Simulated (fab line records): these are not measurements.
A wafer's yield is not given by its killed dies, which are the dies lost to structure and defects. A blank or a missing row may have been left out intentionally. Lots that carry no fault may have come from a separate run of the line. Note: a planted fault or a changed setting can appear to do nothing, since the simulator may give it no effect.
Which tool is to blame? :: flow gf180mcu :: 14 lots with 42 wafers sampled at 4 steps, on a route of 602 steps

WHAT THE GAUGES SHOWED, per wafer
GF_M1_RS_MEAS_05: measurement is done with a four-point probe. Usual: M1_ALCU_RS 0.0695 ohm/sq, standard deviation 0.00068.
lot: L287
measured: day 16 06:25
on: film_metro-03
M1_ALCU_RS (ohm/sq): 0.0691 0.0686 0.0703
flag: 

lot: L288
measured: day 16 14:31
on: film_metro-04
M1_ALCU_RS (ohm/sq): 0.0699 0.0687 0.0702
flag: 

lot: L289
measured: day 16 20:54
on: film_metro-01
M1_ALCU_RS (ohm/sq): 0.0683 0.0690 0.0682
flag: 

lot: L290
measured: day 17 14:11
on: film_metro-01
M1_ALCU_RS (ohm/sq): 0.0712 0.0705 0.0710
flag: 

lot: L291
measured: day 18 00:26
on: film_metro-03
M1_ALCU_RS (ohm/sq): 0.0687 0.0690 0.0699
flag: 

lot: L292
measured: day 18 02:37
on: film_metro-03
M1_ALCU_RS (ohm/sq): 0.0708 0.0691 0.0686
flag: 

lot: L293
measured: day 18 13:37
on: film_metro-04
M1_ALCU_RS (ohm/sq): 0.0689 0.0696 0.0700
flag: 

lot: L294
measured: day 18 16:32
on: film_metro-04
M1_ALCU_RS (ohm/sq): 0.0694 0.0691 0.0696
flag: 

lot: L296
measured: day 19 09:57
on: film_metro-04
M1_ALCU_RS (ohm/sq): 0.0710 0.0699 0.0698
flag: 

lot: L297
measured: day 19 20:49
on: film_metro-04
M1_ALCU_RS (ohm/sq): 0.0705 0.0689 0.0697
flag: 

lot: L300
measured: day 21 00:01
on: film_metro-03
M1_ALCU_RS (ohm/sq): 0.0688 0.0705 0.0693
flag: 

lot: L305
measured: day 23 04:11
on: film_metro-04
M1_ALCU_RS (ohm/sq): 0.0698 0.0699 0.0687
flag: 

GF_V1_THK_MEAS_25: measures by xrf. Usual: V1_W_THK 351 nm, standard deviation 6.7.
lot: L287
measured: day 18 05:11
on: film_metro-03
V1_W_THK (nm): 354 350 352
flag: 

lot: L288
measured: day 18 14:50
on: film_metro-03
V1_W_THK (nm): 359 357 357
flag: 

lot: L289
measured: day 18 23:33
on: film_metro-02
V1_W_THK (nm): 368 362 362
flag: 

lot: L290
measured: day 19 15:46
on: film_metro-03
V1_W_THK (nm): 342 346 347
flag: 

lot: L291
measured: day 20 03:42
on: film_metro-03
V1_W_THK (nm): 348 344 349
flag: 

lot: L292
measured: day 20 04:24
on: film_metro-01
V1_W_THK (nm): 340 343 340
flag: 

lot: L293
measured: day 20 15:44
on: film_metro-03
V1_W_THK (nm): 354 350 354
flag: 

lot: L294
measured: day 20 20:08
on: film_metro-03
V1_W_THK (nm): 349 353 349
flag: 

lot: L296
measured: day 21 12:23
on: film_metro-01
V1_W_THK (nm): 342 341 348
flag: 

lot: L297
measured: day 21 22:06
on: film_metro-01
V1_W_THK (nm): 346 343 347
flag: 

lot: L300
measured: day 23 00:09
on: film_metro-03
V1_W_THK (nm): 350 354 353
flag: 

lot: L305
measured: day 25 03:02
on: film_metro-02
V1_W_THK (nm): 361 362 361
flag: 

WHAT TOOL EACH LOT RAN ON (gives the tool, then ch and the chambers of the sampled wafers, and finally the start)
lot: L287
GF_HV_LDD_EXPOSE_16: iline_stepper-01 ch 0, day 10 09:43
GF_M1_STRIP_17: plasma_asher-03 ch 0,1, day 17 04:01

lot: L288
GF_HV_LDD_EXPOSE_16: iline_stepper-01 ch 0, day 10 20:04
GF_M1_STRIP_17: plasma_asher-03 ch 0,1, day 17 13:33

lot: L289
GF_HV_LDD_EXPOSE_16: iline_stepper-01 ch 0, day 11 00:37
GF_M1_STRIP_17: plasma_asher-03 ch 0,1, day 17 20:52

lot: L290
GF_HV_LDD_EXPOSE_16: iline_stepper-02 ch 0, day 11 14:50
GF_M1_STRIP_17: plasma_asher-03 ch 0,1, day 18 13:52

lot: L291
GF_HV_LDD_EXPOSE_16: iline_stepper-01 ch 0, day 11 21:28
GF_M1_STRIP_17: plasma_asher-03 ch 0,1, day 19 00:51

lot: L292
GF_HV_LDD_EXPOSE_16: iline_stepper-01 ch 0, day 12 01:07
GF_M1_STRIP_17: plasma_asher-03 ch 0,1, day 19 01:46

lot: L293
GF_HV_LDD_EXPOSE_16: iline_stepper-02 ch 0, day 12 08:55
GF_M1_STRIP_17: plasma_asher-03 ch 0,1, day 19 13:40

lot: L294
GF_HV_LDD_EXPOSE_16: iline_stepper-01 ch 0, day 12 11:59
GF_M1_STRIP_17: plasma_asher-03 ch 0,1, day 19 17:59

lot: L296
GF_HV_LDD_EXPOSE_16: iline_stepper-01 ch 0, day 13 02:52
GF_M1_STRIP_17: plasma_asher-01 ch 0,1, day 20 10:37

lot: L297
GF_HV_LDD_EXPOSE_16: iline_stepper-02 ch 0, day 13 10:23
GF_M1_STRIP_17: plasma_asher-01 ch 0,1, day 20 20:50

lot: L300
GF_HV_LDD_EXPOSE_16: iline_stepper-02 ch 0, day 14 11:15
GF_M1_STRIP_17: plasma_asher-03 ch 0,1, day 21 23:36

lot: L301
GF_HV_LDD_EXPOSE_16: iline_stepper-02, day 14 18:20
GF_M1_STRIP_17: -

lot: L302
GF_HV_LDD_EXPOSE_16: iline_stepper-01, day 14 23:11
GF_M1_STRIP_17: -

lot: L305
GF_HV_LDD_EXPOSE_16: iline_stepper-02 ch 0, day 16 09:04
GF_M1_STRIP_17: plasma_asher-04 ch 0,1, day 24 03:07
- GF_HV_LDD_EXPOSE_16: exposes mask Pplus LV AREA, target cd 400 nm.
- GF_M1_STRIP_17: strips in O2/N2.

AS READ BY THE TOOLS THEMSELVES (means over the sampled wafers that have a number; for cases with no such wafer, the mark the record gives instead)
GF_HV_LDD_EXPOSE_16. Usual: exposure_dose_mJ_cm2 140.00, standard deviation 0.13; focus_offset_nm 0.0 nm, standard deviation 0.47.
lot: L287
tool: iline_stepper-01
exposure_dose_mJ_cm2: 140.00
focus_offset_nm (nm): -0.3
flag: 

lot: L288
tool: iline_stepper-01
exposure_dose_mJ_cm2: 140.07
focus_offset_nm (nm): -0.4
flag: 

lot: L289
tool: iline_stepper-01
exposure_dose_mJ_cm2: 139.93
focus_offset_nm (nm): 0.6
flag: 

lot: L290
tool: iline_stepper-02
exposure_dose_mJ_cm2: 140.21
focus_offset_nm (nm): 0.2
flag: 

lot: L291
tool: iline_stepper-01
exposure_dose_mJ_cm2: 140.06
focus_offset_nm (nm): 0.0
flag: 

lot: L292
tool: iline_stepper-01
exposure_dose_mJ_cm2: 140.12
focus_offset_nm (nm): 0.8
flag: 

lot: L293
tool: iline_stepper-02
exposure_dose_mJ_cm2: 140.16
focus_offset_nm (nm): -0.2
flag: 

lot: L294
tool: iline_stepper-01
exposure_dose_mJ_cm2: 139.86
focus_offset_nm (nm): -0.5
flag: 

lot: L296
tool: iline_stepper-01
exposure_dose_mJ_cm2: 140.04
focus_offset_nm (nm): 0.0
flag: 

lot: L297
tool: iline_stepper-02
exposure_dose_mJ_cm2: 140.04
focus_offset_nm (nm): -0.3
flag: 

lot: L300
tool: iline_stepper-02
exposure_dose_mJ_cm2: 140.01
focus_offset_nm (nm): -0.1
flag: 

lot: L301
tool: iline_stepper-02
exposure_dose_mJ_cm2: -
focus_offset_nm (nm): -
flag: OFF

lot: L302
tool: iline_stepper-01
exposure_dose_mJ_cm2: -
focus_offset_nm (nm): -
flag: OFF

lot: L305
tool: iline_stepper-02
exposure_dose_mJ_cm2: 139.90
focus_offset_nm (nm): -0.1
flag: 

GF_M1_STRIP_17. Usual: drypump_motor_current_A 5.4 A, standard deviation 0.5; heater_power_w 343 W, standard deviation 37; oes_product_au 0.538 a.u., standard deviation 0.0049; strip_time_to_endpoint_s 7.40 s, standard deviation 0.057.
lot: L287
tool: plasma_asher-03
drypump_motor_current_A (A): 5.2
heater_power_w (W): 334
oes_product_au (a.u.): 0.536
strip_time_to_endpoint_s (s): 7.38
flag: 

lot: L288
tool: plasma_asher-03
drypump_motor_current_A (A): 5.3
heater_power_w (W): 330
oes_product_au (a.u.): 0.535
strip_time_to_endpoint_s (s): 7.48
flag: 

lot: L289
tool: plasma_asher-03
drypump_motor_current_A (A): 5.2
heater_power_w (W): 331
oes_product_au (a.u.): 0.533
strip_time_to_endpoint_s (s): 7.34
flag: 

lot: L290
tool: plasma_asher-03
drypump_motor_current_A (A): 5.3
heater_power_w (W): 323
oes_product_au (a.u.): 0.537
strip_time_to_endpoint_s (s): 7.38
flag: 

lot: L291
tool: plasma_asher-03
drypump_motor_current_A (A): 5.5
heater_power_w (W): 308
oes_product_au (a.u.): 0.542
strip_time_to_endpoint_s (s): 7.39
flag: 

lot: L292
tool: plasma_asher-03
drypump_motor_current_A (A): 5.3
heater_power_w (W): 326
oes_product_au (a.u.): 0.541
strip_time_to_endpoint_s (s): 7.41
flag: 

lot: L293
tool: plasma_asher-03
drypump_motor_current_A (A): 5.2
heater_power_w (W): 330
oes_product_au (a.u.): 0.537
strip_time_to_endpoint_s (s): 7.41
flag: 

lot: L294
tool: plasma_asher-03
drypump_motor_current_A (A): 5.3
heater_power_w (W): 329
oes_product_au (a.u.): 0.540
strip_time_to_endpoint_s (s): 7.40
flag: 

lot: L296
tool: plasma_asher-01
drypump_motor_current_A (A): 5.2
heater_power_w (W): 349
oes_product_au (a.u.): 0.540
strip_time_to_endpoint_s (s): 7.41
flag: 

lot: L297
tool: plasma_asher-01
drypump_motor_current_A (A): 5.2
heater_power_w (W): 349
oes_product_au (a.u.): 0.537
strip_time_to_endpoint_s (s): 7.39
flag: 

lot: L300
tool: plasma_asher-03
drypump_motor_current_A (A): 5.6
heater_power_w (W): 307
oes_product_au (a.u.): 0.539
strip_time_to_endpoint_s (s): 7.40
flag: 

lot: L305
tool: plasma_asher-04
drypump_motor_current_A (A): 5.0
heater_power_w (W): 345
oes_product_au (a.u.): 0.541
strip_time_to_endpoint_s (s): 7.41
flag: 

THE ANSWER, worked out from the rows above alone
Rule: take the mean of a lot's wafers that have a number; if it is more than 3 standard deviations from the usual mean, the lot is off. A lot without any number at a reading at which 4 lots or more have one is off too. The other lots that the step has rows for count as sound. Order of review: gauges by route order, followed by the tools' own readings, for which a lot's mean as printed above is used. The first step at which some lot is off is used, and at that step the reading that is off furthest; a lot without a number counts as furthest.
Off at GF_HV_LDD_EXPOSE_16 (exposure_dose_mJ_cm2): L301, L302. Without a number there: L301, L302.
If a tool, at that step or one of the process steps before it, ran each lot that is off and ran no sound lot following the first of them, it fits. Not one of the candidates tried fits.

WHAT HAD BEEN PUT IN BY THE SIMULATOR
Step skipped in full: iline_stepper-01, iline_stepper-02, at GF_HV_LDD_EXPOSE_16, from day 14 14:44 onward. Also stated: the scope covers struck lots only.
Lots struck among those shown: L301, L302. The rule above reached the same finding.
